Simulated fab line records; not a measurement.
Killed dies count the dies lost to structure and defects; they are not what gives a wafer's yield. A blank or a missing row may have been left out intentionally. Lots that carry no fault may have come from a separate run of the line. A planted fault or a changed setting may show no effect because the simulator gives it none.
fab line records :: flow sky130 :: part 2 of 2: steps 31 to 42 of 42
record:
  lots: 5
  wafers: 15
  last-day: 50
route steps=708 shown NWELL@66 PWDE@84 VT_ADJUST_HVTP@85 VT_ADJUST_LVTN@97
lots with no fault: from the same line, run without faults
start-h: hours from the record's opening day to when the first of the lot's shown wafers began :: wait-h: hours since the lot's step before :: " the same as in the row above :: L1.1+2: one row covering several wafers at once :: - either no value or no given start :: * or withheld: withheld :: < > ~ a bound
route shown NAME@n: a module of which the file shows steps, and the number in the route of the first :: usual: average and standard deviation across the fault-free wafers :: same: alike in all rows :: chamber/n: place in a boat :: sites: per-site readings :: _std_site: their standard deviation :: _edge_site: inner sites' mean taken away from outer sites' mean :: radius-mm: how far each site lies from the wafer's centre :: mask NAME#n: copy n :: behind: the most recent tool/chamber to have shaped the wafer :: hold: reason for holding the lot/hours on hold/outcome of the hold :: device: transistor that didn't switch, given as n, p or np :: end of line: tests run on the same wafers once the route is complete :: where a step has no rows: the recipe by itself :: killed: at the first sort, the dies lost to defects and structure; wafer yield is something else :: map: shows each die of a wafer: x if killed, . if not, _ if none is there
set.NAME: the setting that was run; set.NAME@STEP: the one run at that earlier step :: model.NAME: the simulator's own value behind a step, which no gauge read
lots at some steps of the route; a table a step, a row a wafer
services: from which hour (start-h, from the record's first day; less than 0 if before it) a tool's chamber was out of use, for how many hours, and why
== steps ==
step: SKY_VT_ADJUST_LVTN_DEHYDRATE_00
recipe:
  temp-c: 200
  time-s: 60
lot.wafer: L076.3+5+6
tool: litho-track-03
chamber: 0
start-h: 145.06
wait-h: 9.1

lot.wafer: L083.2+4+5
tool: litho-track-03
chamber: 0
start-h: 187.44
wait-h: 10.4

lot.wafer: L088.2+5+6
tool: litho-track-04
chamber: 0
start-h: 222.30
wait-h: 9.9

lot.wafer: L089.1+3+6
tool: litho-track-03
chamber: 0
start-h: 226.76
wait-h: 11.3

lot.wafer: L096.1+2+6
tool: litho-track-03
chamber: 0
start-h: 269.81
wait-h: 10.9
step: SKY_VT_ADJUST_LVTN_HMDS_01
recipe:
  prime-time-s: 60
  prime-temp-c: 120
same:
  prime-time-s: 60
lot.wafer: L076.3+5+6
tool: litho-track-03
chamber: 0
start-h: 145.21
wait-h: 0.1

lot.wafer: L083.2+4+5
tool: litho-track-03
chamber: 0
start-h: 187.59
wait-h: 0.1

lot.wafer: L088.2+5+6
tool: litho-track-04
chamber: 0
start-h: 222.45
wait-h: 0.1

lot.wafer: L089.1+3+6
tool: litho-track-03
chamber: 0
start-h: 226.91
wait-h: 0.1

lot.wafer: L096.1+2+6
tool: litho-track-03
chamber: 0
start-h: 269.96
wait-h: 0.1
step: SKY_VT_ADJUST_LVTN_COAT_02
recipe:
  spin-rpm: 2000
  resist-thk-nm: 3000
lot.wafer: L076.3+5+6
tool: litho-track-03
chamber: 0
start-h: 145.36
wait-h: 0.1

lot.wafer: L083.2+4+5
tool: litho-track-03
chamber: 0
start-h: 187.74
wait-h: 0.1

lot.wafer: L088.2+5+6
tool: litho-track-04
chamber: 0
start-h: 222.60
wait-h: 0.1

lot.wafer: L089.1+3+6
tool: litho-track-03
chamber: 0
start-h: 227.06
wait-h: 0.1

lot.wafer: L096.1+2+6
tool: litho-track-03
chamber: 0
start-h: 270.11
wait-h: 0.1
step: SKY_VT_ADJUST_LVTN_SOFTBAKE_03
recipe:
  temp-c: 110
  time-s: withheld
lot.wafer: L076.3+5+6
tool: litho-track-03
chamber: 0
start-h: 145.53
wait-h: 0.1

lot.wafer: L083.2+4+5
tool: litho-track-03
chamber: 0
start-h: 187.90
wait-h: 0.1

lot.wafer: L088.2+5+6
tool: litho-track-04
chamber: 0
start-h: 222.76
wait-h: 0.1

lot.wafer: L089.1+3+6
tool: litho-track-03
chamber: 0
start-h: 227.21
wait-h: 0.1

lot.wafer: L096.1+2+6
tool: litho-track-03
chamber: 0
start-h: 270.26
wait-h: 0.1
step: SKY_VT_ADJUST_LVTN_EXPOSE_04
recipe:
  mask-id: NWM_COMPLEMENT_LESS_NATIVE
  na: 0.6
  source-shape: conventional
  sigma-outer: 0.6
  polarization: unpolarized
  target-cd-nm: 840
  dose-mj: 194
same:
  sigma-outer: 0.6
lot.wafer: L076.3+5+6
tool: iline-stepper-02
chamber: 0
start-h: -
wait-h: -
mask: NWM_COMPLEMENT_LESS_NATIVE#0

lot.wafer: L083.2+4+5
tool: iline-stepper-01
chamber: 0
start-h: -
wait-h: -
mask: NWM_COMPLEMENT_LESS_NATIVE#0

lot.wafer: L088.2+5+6
tool: iline-stepper-02
chamber: 0
start-h: -
wait-h: -
mask: NWM_COMPLEMENT_LESS_NATIVE#0

lot.wafer: L089.1+3+6
tool: iline-stepper-02
chamber: 0
start-h: -
wait-h: -
mask: NWM_COMPLEMENT_LESS_NATIVE#0

lot.wafer: L096.1+2+6
tool: iline-stepper-02
chamber: 0
start-h: -
wait-h: -
mask: NWM_COMPLEMENT_LESS_NATIVE#0
step: SKY_VT_ADJUST_LVTN_PEB_05
recipe:
  temp-c: 115
  time-s: withheld
lot.wafer: L076.3+5+6
tool: litho-track-03
chamber: 0
start-h: -
wait-h: -

lot.wafer: L083.2+4+5
tool: litho-track-03
chamber: 0
start-h: -
wait-h: -

lot.wafer: L088.2+5+6
tool: litho-track-03
chamber: 0
start-h: -
wait-h: -

lot.wafer: L089.1+3+6
tool: litho-track-02
chamber: 0
start-h: -
wait-h: -

lot.wafer: L096.1+2+6
tool: litho-track-02
chamber: 0
start-h: -
wait-h: -
step: SKY_VT_ADJUST_LVTN_DEVELOP_06
recipe:
  wall-angle-deg: 90
  developer: TMAH
  develop-time-s: 60
  dev-temp-c: 23
lot.wafer: L076.3+5+6
tool: litho-track-03
chamber: 0
start-h: -
wait-h: -

lot.wafer: L083.2+4+5
tool: litho-track-03
chamber: 0
start-h: -
wait-h: -

lot.wafer: L088.2+5+6
tool: litho-track-03
chamber: 0
start-h: -
wait-h: -

lot.wafer: L089.1+3+6
tool: litho-track-02
chamber: 0
start-h: -
wait-h: -

lot.wafer: L096.1+2+6
tool: litho-track-02
chamber: 0
start-h: -
wait-h: -
step: SKY_VT_ADJUST_LVTN_OVL_MEAS_07
usual:
  VT_ADJUST_LVTN_OVL: -0.4/1.7
lot.wafer: L076.3
tool: overlay-02
chamber: -
start-h: 155.87
wait-h: -
VT_ADJUST_LVTN_OVL[nm]: -1.1

lot.wafer: L076.5
tool: overlay-02
chamber: -
start-h: 155.87
wait-h: -
VT_ADJUST_LVTN_OVL[nm]: 0.6

lot.wafer: L076.6
tool: overlay-02
chamber: -
start-h: 155.87
wait-h: -
VT_ADJUST_LVTN_OVL[nm]: -1.3

lot.wafer: L083.2
tool: overlay-02
chamber: -
start-h: 198.72
wait-h: -
VT_ADJUST_LVTN_OVL[nm]: -1.3

lot.wafer: L083.4
tool: overlay-02
chamber: -
start-h: 198.72
wait-h: -
VT_ADJUST_LVTN_OVL[nm]: 0.0

lot.wafer: L083.5
tool: overlay-02
chamber: -
start-h: 198.72
wait-h: -
VT_ADJUST_LVTN_OVL[nm]: -0.3

lot.wafer: L088.2
tool: overlay-01
chamber: -
start-h: 233.77
wait-h: -
VT_ADJUST_LVTN_OVL[nm]: -0.7

lot.wafer: L088.5
tool: overlay-01
chamber: -
start-h: 233.77
wait-h: -
VT_ADJUST_LVTN_OVL[nm]: 1.1

lot.wafer: L088.6
tool: overlay-01
chamber: -
start-h: 233.77
wait-h: -
VT_ADJUST_LVTN_OVL[nm]: -0.6

lot.wafer: L089.1
tool: overlay-01
chamber: -
start-h: 237.94
wait-h: -
VT_ADJUST_LVTN_OVL[nm]: -4.1

lot.wafer: L089.3
tool: overlay-01
chamber: -
start-h: 237.94
wait-h: -
VT_ADJUST_LVTN_OVL[nm]: -3.9

lot.wafer: L089.6
tool: overlay-01
chamber: -
start-h: 237.94
wait-h: -
VT_ADJUST_LVTN_OVL[nm]: -4.6

lot.wafer: L096.1
tool: overlay-01
chamber: -
start-h: 283.63
wait-h: -
VT_ADJUST_LVTN_OVL[nm]: 2.1

lot.wafer: L096.2
tool: overlay-01
chamber: -
start-h: 283.63
wait-h: -
VT_ADJUST_LVTN_OVL[nm]: 1.8

lot.wafer: L096.6
tool: overlay-01
chamber: -
start-h: 283.63
wait-h: -
VT_ADJUST_LVTN_OVL[nm]: 1.1
step: SKY_VT_ADJUST_LVTN_IMPLANT_08
recipe:
  species: B
  energy-kev: 30
  dose-cm2: 1.57e+12
  tilt-deg: withheld
usual:
  dose-ions-cm2: 1.5704e+12/1.7e+09
  faraday-current-uA: 8.85/0.17
lot.wafer: L076.3
tool: implanter-04
chamber: 0
start-h: 155.95
wait-h: 0.1
dose-ions-cm2: 1.5699e+12
faraday-current-uA: 8.74

lot.wafer: L076.5
tool: implanter-04
chamber: 0
start-h: 155.95
wait-h: 0.1
dose-ions-cm2: 1.5703e+12
faraday-current-uA: 8.84

lot.wafer: L076.6
tool: implanter-04
chamber: 0
start-h: 155.95
wait-h: 0.1
dose-ions-cm2: 1.5692e+12
faraday-current-uA: 8.52

lot.wafer: L083.2
tool: implanter-04
chamber: 0
start-h: 198.77
wait-h: 0.0
dose-ions-cm2: 1.5686e+12
faraday-current-uA: 8.73

lot.wafer: L083.4
tool: implanter-04
chamber: 0
start-h: 198.77
wait-h: 0.0
dose-ions-cm2: 1.5697e+12
faraday-current-uA: 8.71

lot.wafer: L083.5
tool: implanter-04
chamber: 0
start-h: 198.77
wait-h: 0.0
dose-ions-cm2: 1.569e+12
faraday-current-uA: 8.96

lot.wafer: L088.2
tool: implanter-01
chamber: 0
start-h: 233.82
wait-h: 0.0
dose-ions-cm2: 1.5719e+12
faraday-current-uA: 8.66

lot.wafer: L088.5
tool: implanter-01
chamber: 0
start-h: 233.82
wait-h: 0.0
dose-ions-cm2: 1.5678e+12
faraday-current-uA: 9.57

lot.wafer: L088.6
tool: implanter-01
chamber: 0
start-h: 233.82
wait-h: 0.0
dose-ions-cm2: 1.5702e+12
faraday-current-uA: 9.09

lot.wafer: L089.1
tool: implanter-01
chamber: 0
start-h: 237.97
wait-h: 0.0
dose-ions-cm2: 1.5716e+12
faraday-current-uA: 8.59

lot.wafer: L089.3
tool: implanter-01
chamber: 0
start-h: 237.97
wait-h: 0.0
dose-ions-cm2: 1.5704e+12
faraday-current-uA: 8.84

lot.wafer: L089.6
tool: implanter-01
chamber: 0
start-h: 237.97
wait-h: 0.0
dose-ions-cm2: 1.5708e+12
faraday-current-uA: 8.83

lot.wafer: L096.1
tool: implanter-01
chamber: 0
start-h: 283.67
wait-h: 0.0
dose-ions-cm2: 1.5691e+12
faraday-current-uA: 8.84

lot.wafer: L096.2
tool: implanter-01
chamber: 0
start-h: 283.67
wait-h: 0.0
dose-ions-cm2: 1.5675e+12
faraday-current-uA: 8.79

lot.wafer: L096.6
tool: implanter-01
chamber: 0
start-h: 283.67
wait-h: 0.0
dose-ions-cm2: 1.5685e+12
faraday-current-uA: 8.99
step: SKY_VT_ADJUST_LVTN_STRIP_09
recipe:
  chemistry: O2/N2
  power-w: 1400
  pressure-mtorr: 1500
  platen-temp-c: withheld
  o2-flow-sccm: 3000
  n2-flow-sccm: 300
  overash-fraction: 0.5
usual:
  drypump-motor-current-A: 5.84/0.17
  o2-flow-sccm: 3001/9
  oes-product-au: 0.722/0.0047
  strip-time-to-endpoint-s: 36.93/0.11
lot.wafer: L076.3
tool: plasma-asher-01
chamber: 0
start-h: 156.08
wait-h: 0.1
drypump-motor-current-A: 5.93
o2-flow-sccm: 2994
oes-product-au: 0.720
rf-hours-counter-h: -
strip-time-to-endpoint-s: 37.03

lot.wafer: L076.5
tool: plasma-asher-01
chamber: 1
start-h: 156.08
wait-h: 0.1
drypump-motor-current-A: 5.94
o2-flow-sccm: 2996
oes-product-au: 0.721
rf-hours-counter-h: -
strip-time-to-endpoint-s: 37.00

lot.wafer: L076.6
tool: plasma-asher-01
chamber: 0
start-h: 156.08
wait-h: 0.1
drypump-motor-current-A: 5.94
o2-flow-sccm: 2998
oes-product-au: 0.729
rf-hours-counter-h: -
strip-time-to-endpoint-s: 37.00

lot.wafer: L083.2
tool: plasma-asher-02
chamber: 0
start-h: 198.90
wait-h: 0.1
drypump-motor-current-A: 5.98
o2-flow-sccm: 3009
oes-product-au: 0.735
rf-hours-counter-h: 37
strip-time-to-endpoint-s: 36.97

lot.wafer: L083.4
tool: plasma-asher-02
chamber: 1
start-h: 198.90
wait-h: 0.1
drypump-motor-current-A: 5.54
o2-flow-sccm: 3001
oes-product-au: 0.723
rf-hours-counter-h: -
strip-time-to-endpoint-s: 37.04

lot.wafer: L083.5
tool: plasma-asher-02
chamber: 0
start-h: 198.90
wait-h: 0.1
drypump-motor-current-A: 5.98
o2-flow-sccm: 3013
oes-product-au: 0.724
rf-hours-counter-h: -
strip-time-to-endpoint-s: 37.03

lot.wafer: L088.2
tool: plasma-asher-01
chamber: 1
start-h: 233.95
wait-h: 0.1
drypump-motor-current-A: 5.91
o2-flow-sccm: 2990
oes-product-au: 0.724
rf-hours-counter-h: 11
strip-time-to-endpoint-s: 36.93

lot.wafer: L088.5
tool: plasma-asher-01
chamber: 0
start-h: 233.95
wait-h: 0.1
drypump-motor-current-A: 5.93
o2-flow-sccm: 3017
oes-product-au: 0.716
rf-hours-counter-h: -
strip-time-to-endpoint-s: 36.96

lot.wafer: L088.6
tool: plasma-asher-01
chamber: 1
start-h: 233.95
wait-h: 0.1
drypump-motor-current-A: 5.93
o2-flow-sccm: 3003
oes-product-au: 0.719
rf-hours-counter-h: -
strip-time-to-endpoint-s: 37.00

lot.wafer: L089.1
tool: plasma-asher-03
chamber: 1
start-h: 238.12
wait-h: 0.1
drypump-motor-current-A: 5.66
o2-flow-sccm: 2983
oes-product-au: 0.718
rf-hours-counter-h: 57
strip-time-to-endpoint-s: 36.80

lot.wafer: L089.3
tool: plasma-asher-03
chamber: 0
start-h: 238.12
wait-h: 0.1
drypump-motor-current-A: 5.98
o2-flow-sccm: 3002
oes-product-au: 0.717
rf-hours-counter-h: -
strip-time-to-endpoint-s: 36.86

lot.wafer: L089.6
tool: plasma-asher-03
chamber: 1
start-h: 238.12
wait-h: 0.1
drypump-motor-current-A: 5.68
o2-flow-sccm: 2989
oes-product-au: 0.722
rf-hours-counter-h: -
strip-time-to-endpoint-s: 36.86

lot.wafer: L096.1
tool: plasma-asher-02
chamber: 0
start-h: 283.82
wait-h: 0.1
drypump-motor-current-A: 5.97
o2-flow-sccm: 3005
oes-product-au: 0.724
rf-hours-counter-h: 45
strip-time-to-endpoint-s: 36.70

lot.wafer: L096.2
tool: plasma-asher-02
chamber: 1
start-h: 283.82
wait-h: 0.1
drypump-motor-current-A: 5.58
o2-flow-sccm: 3010
oes-product-au: 0.730
rf-hours-counter-h: 45
strip-time-to-endpoint-s: 36.81

lot.wafer: L096.6
tool: plasma-asher-02
chamber: 1
start-h: 283.82
wait-h: 0.1
drypump-motor-current-A: 5.58
o2-flow-sccm: 3001
oes-product-au: 0.719
rf-hours-counter-h: -
strip-time-to-endpoint-s: 36.85
step: SKY_VT_ADJUST_LVTN_TW_MEAS_10
usual:
  VT_ADJUST_LVTN_TW: 242.1/1.3
lot.wafer: L076.3
tool: film-metro-02
chamber: -
start-h: 156.17
wait-h: 0.1
VT_ADJUST_LVTN_TW: 241.7

lot.wafer: L076.5
tool: film-metro-02
chamber: -
start-h: 156.17
wait-h: 0.1
VT_ADJUST_LVTN_TW: 242.4

lot.wafer: L076.6
tool: film-metro-02
chamber: -
start-h: 156.17
wait-h: 0.1
VT_ADJUST_LVTN_TW: 240.6

lot.wafer: L083.2
tool: film-metro-01
chamber: -
start-h: 199.01
wait-h: 0.1
VT_ADJUST_LVTN_TW: 241.9

lot.wafer: L083.4
tool: film-metro-01
chamber: -
start-h: 199.01
wait-h: 0.1
VT_ADJUST_LVTN_TW: 244.1

lot.wafer: L083.5
tool: film-metro-01
chamber: -
start-h: 199.01
wait-h: 0.1
VT_ADJUST_LVTN_TW: 242.8

lot.wafer: L088.2
tool: film-metro-02
chamber: -
start-h: 234.06
wait-h: 0.1
VT_ADJUST_LVTN_TW: 242.7

lot.wafer: L088.5
tool: film-metro-02
chamber: -
start-h: 234.06
wait-h: 0.1
VT_ADJUST_LVTN_TW: 242.6

lot.wafer: L088.6
tool: film-metro-02
chamber: -
start-h: 234.06
wait-h: 0.1
VT_ADJUST_LVTN_TW: 242.7

lot.wafer: L089.1
tool: film-metro-02
chamber: -
start-h: 238.22
wait-h: 0.1
VT_ADJUST_LVTN_TW: 242.3

lot.wafer: L089.3
tool: film-metro-02
chamber: -
start-h: 238.22
wait-h: 0.1
VT_ADJUST_LVTN_TW: 241.6

lot.wafer: L089.6
tool: film-metro-02
chamber: -
start-h: 238.22
wait-h: 0.1
VT_ADJUST_LVTN_TW: 242.8

lot.wafer: L096.1
tool: film-metro-03
chamber: -
start-h: 283.92
wait-h: 0.1
VT_ADJUST_LVTN_TW: 241.5

lot.wafer: L096.2
tool: film-metro-03
chamber: -
start-h: 283.92
wait-h: 0.1
VT_ADJUST_LVTN_TW: 240.2

lot.wafer: L096.6
tool: film-metro-03
chamber: -
start-h: 283.92
wait-h: 0.1
VT_ADJUST_LVTN_TW: 240.7
step: SKY_VT_ADJUST_LVTN_DEHYDRATE_11
recipe:
  temp-c: 200
  time-s: 60
lot.wafer: L076.3+5+6
tool: litho-track-02
chamber: 0
start-h: 165.64
wait-h: 9.5

lot.wafer: L083.2+4+5
tool: litho-track-02
chamber: 0
start-h: 209.11
wait-h: 10.1

lot.wafer: L088.2+5+6
tool: litho-track-03
chamber: 0
start-h: 243.64
wait-h: 9.6

lot.wafer: L089.1+3+6
tool: litho-track-02
chamber: 0
start-h: 249.04
wait-h: 10.8

lot.wafer: L096.1+2+6
tool: litho-track-02
chamber: 0
start-h: 295.48
wait-h: 11.6
== services ==
tool: implanter-02
chamber: -
start-h: 80.95
hours: 3.1
kind: pm

tool: implanter-02
chamber: -
start-h: 85.04
hours: 2.7
kind: repair

tool: wet-bench-01
chamber: -
start-h: 87.94
hours: 3.3
kind: repair

tool: iline-stepper-01
chamber: -
start-h: 94.88
hours: 2.3
kind: repair

tool: plasma-asher-01
chamber: -
start-h: 108.75
hours: 9.0
kind: pm

tool: wet-bench-01
chamber: -
start-h: 116.78
hours: 1.9
kind: pm

tool: plasma-asher-02
chamber: -
start-h: 128.84
hours: 5.3
kind: repair

tool: iline-stepper-02
chamber: -
start-h: 136.73
hours: 1.7
kind: pm

tool: implanter-04
chamber: -
start-h: 136.85
hours: 2.7
kind: repair

tool: plasma-asher-01
chamber: -
start-h: 147.56
hours: 2.8
kind: pm

tool: implanter-03
chamber: -
start-h: 164.70
hours: 2.1
kind: pm

tool: plasma-asher-03
chamber: -
start-h: 166.17
hours: 0.8
kind: repair

tool: implanter-01
chamber: -
start-h: 177.97
hours: 5.4
kind: repair

tool: implanter-04
chamber: -
start-h: 182.87
hours: 1.3
kind: repair

tool: iline-stepper-01
chamber: -
start-h: 191.95
hours: 1.7
kind: pm

tool: implanter-01
chamber: -
start-h: 198.40
hours: 4.2
kind: repair

tool: implanter-04
chamber: -
start-h: 200.21
hours: 3.0
kind: pm

tool: iline-stepper-01
chamber: -
start-h: 207.82
hours: 23.6
kind: repair

tool: implanter-01
chamber: -
start-h: 245.49
hours: 2.8
kind: pm

tool: implanter-02
chamber: -
start-h: 253.37
hours: 0.8
kind: repair

tool: implanter-04
chamber: -
start-h: 262.54
hours: 4.4
kind: repair

tool: plasma-asher-02
chamber: -
start-h: 268.81
hours: 4.3
kind: pm

tool: plasma-asher-03
chamber: -
start-h: 277.76
hours: 0.3
kind: repair

tool: implanter-04
chamber: -
start-h: 290.74
hours: 10.5
kind: repair
